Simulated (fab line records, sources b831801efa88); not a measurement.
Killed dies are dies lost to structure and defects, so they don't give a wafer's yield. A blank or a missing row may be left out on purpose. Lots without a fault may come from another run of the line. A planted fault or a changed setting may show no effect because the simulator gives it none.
Chamber matching | flow sky130 | SKY_PASSIVATION_ETCH_11 on rie_diel-03: 4 sister chambers
The step etches the open film in CF4/O2, stops on AlCu, target depth 725 nm, time 161.1 s. 4 wafers are shown with their chamber, then 12 later ones without.

WAFERS WITH THEIR CHAMBER
wafer  | chamber | drypump_motor_current_A (A)
L091.1 | 0       | 5.9
L091.4 | 1       | 5.6
L092.4 | 3       | 5.7
L092.6 | 2       | 5.3

WAFERS WITHOUT THEIR CHAMBER
wafer  | drypump_motor_current_A (A)
L093.1 | 5.2
L093.2 | 5.7
L093.6 | 5.3
L094.1 | 5.7
L094.3 | 5.3
L094.6 | 5.9
L096.1 | 5.3
L096.2 | 6.0
L096.3 | 5.7
L097.2 | 6.0
L097.5 | 5.3
L097.6 | 5.7

WHICH CHAMBER EACH WENT THROUGH
wafer  | from the rows above | in truth
L093.1 | 2                   | 2
L093.2 | 3                   | 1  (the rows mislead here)
L093.6 | 2                   | 2
L094.1 | 3                   | 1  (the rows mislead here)
L094.3 | 2                   | 2
L094.6 | 0                   | 0
L096.1 | 2                   | 2
L096.2 | 0                   | 0
L096.3 | 3                   | 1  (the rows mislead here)
L097.2 | 0                   | 0
L097.5 | 2                   | 2
L097.6 | 3                   | 3
Placed correctly: 9 of 12. Can't be placed from these rows: 0. Placed wrongly: 3.
How it was worked out, from the rows above alone: a wafer's distance from a chamber is the root of the sum, over the readings, of the square of ((its reading less the chamber's mean) divided by the reading's scatter). The wafer belongs to the nearest chamber; if the next one is less than 2 further off, it can't be placed. A chamber's mean is the mean of its shown wafers. The scatter: with one shown wafer a chamber, the root of the mean of the squares of how far each hidden wafer lies from its nearest shown one.
